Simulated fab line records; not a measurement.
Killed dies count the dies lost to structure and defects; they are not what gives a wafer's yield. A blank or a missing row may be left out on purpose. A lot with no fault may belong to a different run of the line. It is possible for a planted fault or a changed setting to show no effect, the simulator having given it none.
Which tool did it?	flow sky130	Sampling: 14 lots, 42 wafers, 5 of 708 route steps

== WHAT EACH GAUGE READ, for each wafer ==
SKY_METAL3_CD_MEAS_13 targets a cd of 300 nm. Usual: 300.2 nm for cd nm, sd 1.4.
lot	measured	on	cd nm (nm)	flag
L780	day 39 00:28	cd sem-01	301.0 300.6 301.0	
L783	day 39 21:58	cd sem-02	300.1 300.6 301.3	
L784	day 39 22:43	cd sem-02	301.4 300.7 301.2	
L787	day 40 22:43	cd sem-02	302.5 301.9 302.6	
L786	day 40 23:02	cd sem-01	302.1 301.7 302.3	
L790	day 41 19:54	cd sem-02	301.3 302.4 301.6	
L789	day 41 20:43	cd sem-01	300.3 302.1 301.8	
L792	day 42 16:49	cd sem-02	301.3 301.5 302.0	
L793	day 42 17:13	cd sem-01	300.0 300.5 298.7	
L794	day 42 23:10	cd sem-02	298.4 296.9 297.4	
L796	day 43 12:43	cd sem-01	300.7 299.8 299.2	
L798	day 44 10:43	cd sem-02	299.9 298.5 298.5	
L799	day 44 11:51	cd sem-01	240.8 258.8 256.4	OFF
L800	day 44 14:21	cd sem-01	266.3 254.2 280.8	OFF

SKY_VIA3_THK_MEAS_01. Usual: VIA3_HDPCVD_THK typically reads 1644 nm, with standard deviation 21.
lot	measured	on	VIA3_HDPCVD_THK (nm)	flag
L780	day 39 01:51	film metro-03	1663 1667 1634	
L783	day 39 23:13	film metro-04	1647 1684 1664	
L784	day 39 23:56	film metro-03	1645 1649 1629	
L787	day 40 23:57	film metro-02	1640 1652 1629	
L786	day 41 00:17	film metro-04	1611 1622 1620	
L790	day 41 21:13	film metro-02	1647 1668 1650	
L789	day 41 22:06	film metro-04	1645 1661 1668	
L792	day 42 18:04	film metro-03	1687 1667 1663	
L793	day 42 18:26	film metro-02	1650 1642 1635	
L794	day 43 00:25	film metro-03	1598 1638 1618	
L796	day 43 13:58	film metro-03	1638 1627 1616	
L798	day 44 12:00	film metro-02	1643 1675 1655	
L799	day 44 13:07	film metro-04	1650 1647	
L800	day 44 15:35	film metro-04	1673 1656 1645	

== EACH LOT AND THE TOOL THAT RAN IT (in order: tool; ch and the chambers of the sampled wafers; start) ==
lot	SKY_METAL3_EXPOSE_10	SKY_METAL3_ETCH_17	SKY_METAL3_STRIP_19
L780	krf scanner-01 ch 0, day 38 11:50	rie diel-02 ch 2,3, day 39 00:53	plasma asher-04 ch 0,1, day 39 01:05
L783	krf scanner-02 ch 0, day 39 08:53	rie diel-02 ch 0,1,3, day 39 22:15	plasma asher-04 ch 0,1, day 39 22:27
L784	krf scanner-02 ch 0, day 39 10:10	rie diel-03 ch 0,2,3, day 39 22:57	plasma asher-03 ch 0,1, day 39 23:11
L787	krf scanner-02 ch 0, day 40 10:19	rie diel-04 ch 1,2,3, day 40 22:58	plasma asher-03 ch 0,1, day 40 23:12
L786	krf scanner-02 ch 0, day 40 10:41	rie diel-02 ch 1,2, day 40 23:19	plasma asher-04 ch 0,1, day 40 23:31
L790	krf scanner-02 ch 0, day 41 07:27	rie diel-02 ch 2,3, day 41 20:13	plasma asher-02 ch 0,1, day 41 20:25
L789	krf scanner-02 ch 0, day 41 08:17	rie diel-04 ch 1,2,3, day 41 21:01	plasma asher-03 ch 0,1, day 41 21:16
L792	krf scanner-01 ch 0, day 42 05:19	rie diel-04 ch 1,2,3, day 42 17:07	plasma asher-04 ch 0,1, day 42 17:18
L793	krf scanner-01 ch 0, day 42 05:28	rie diel-02 ch 1,2, day 42 17:28	plasma asher-02 ch 0,1, day 42 17:41
L794	krf scanner-02 ch 0, day 42 10:53	rie diel-03 ch 2,3, day 42 23:28	plasma asher-04 ch 0,1, day 42 23:39
L796	krf scanner-02 ch 0, day 43 01:55	rie diel-03 ch 1,3, day 43 13:01	plasma asher-02 ch 0,1, day 43 13:12
L798	krf scanner-01 ch 0, day 44 00:24	rie diel-03 ch 1,2, day 44 11:03	plasma asher-04 ch 0,1, day 44 11:15
L799	krf scanner-02 ch 0, day 44 01:35	rie diel-02 ch 0,1,2, day 44 12:07	plasma asher-03 ch 0,1, day 44 12:19
L800	krf scanner-02 ch 0, day 44 03:42	rie diel-04 ch 0,1, day 44 14:37	plasma asher-04 ch 0,1, day 44 14:49
- SKY_METAL3_EXPOSE_10: exposes mask MM3, target cd 300 nm.
- SKY_METAL3_ETCH_17: etches SiO2 in C4F8/O2/Ar, stops on TiN, time 3.9 s, target depth 15 nm.
- SKY_METAL3_STRIP_19: strips in O2/N2.

== WHAT THE TOOLS THEMSELVES READ (means of the sampled wafers that have a number; where no wafer has one, the mark that the record gives instead) ==
SKY_METAL3_ETCH_17. Usual: 0.754 a.u. for oes product au, sd 0.0073.
lot	tool	oes product au (a.u.)	flag
L780	rie diel-02	0.754	
L783	rie diel-02	0.752	
L784	rie diel-03	0.755	
L787	rie diel-04	0.760	
L786	rie diel-02	0.760	
L790	rie diel-02	0.750	
L789	rie diel-04	0.759	
L792	rie diel-04	0.757	
L793	rie diel-02	0.752	
L794	rie diel-03	0.754	
L796	rie diel-03	0.749	
L798	rie diel-03	0.758	
L799	rie diel-02	0.760	
L800	rie diel-04	0.759	

SKY_METAL3_STRIP_19. Usual: drypump motor current A 5.8 A, standard deviation 0.5; oes product au 0.503 a.u., standard deviation 0.0059; strip time to endpoint s 6.55 s, standard deviation 0.097.
lot	tool	drypump motor current A (A)	oes product au (a.u.)	strip time to endpoint s (s)	flag
L780	plasma asher-04	5.5	0.510	6.58	
L783	plasma asher-04	5.5	0.504	6.50	
L784	plasma asher-03	5.5	0.510	6.71	
L787	plasma asher-03	5.5	0.499	6.42	
L786	plasma asher-04	5.4	0.502	6.52	
L790	plasma asher-02	6.3	0.501	6.49	
L789	plasma asher-03	5.5	0.497	6.52	
L792	plasma asher-04	5.5	0.500	6.46	
L793	plasma asher-02	6.3	0.503	6.54	
L794	plasma asher-04	5.4	0.507	6.56	
L796	plasma asher-02	6.3	0.498	6.52	
L798	plasma asher-04	5.5	0.505	6.64	
L799	plasma asher-03	5.5	0.501	6.55	
L800	plasma asher-04	5.5	0.502	6.50	

== THE ANSWER, worked out from the rows above alone ==
Rule: a lot is off if the mean of its wafers that have a number lies more than 3 standard deviations from the usual mean. Also off: a lot with no number at a reading for which 4 or more lots have one. All remaining lots with rows at the step are treated as sound. Order of review: gauges by route order, followed by the tools' own readings, for which a lot's mean as printed above is used. At the first step where some lot is off, the reading lying furthest off is the one used; lots without a number count as furthest.
Off, at SKY_METAL3_CD_MEAS_13 on cd nm: L799, L800.
If a tool, at a process step before that reading, ran all the lots that are off and no sound lot after the first of them, it fits. Those tools and the gauges at SKY_METAL3_CD_MEAS_13 are tried in the same way. Undecided on this evidence; 2 tools fit (krf scanner-02 at SKY_METAL3_EXPOSE_10, cd sem-01 at SKY_METAL3_CD_MEAS_13).

== WHAT WAS PUT IN BY THE SIMULATOR ==
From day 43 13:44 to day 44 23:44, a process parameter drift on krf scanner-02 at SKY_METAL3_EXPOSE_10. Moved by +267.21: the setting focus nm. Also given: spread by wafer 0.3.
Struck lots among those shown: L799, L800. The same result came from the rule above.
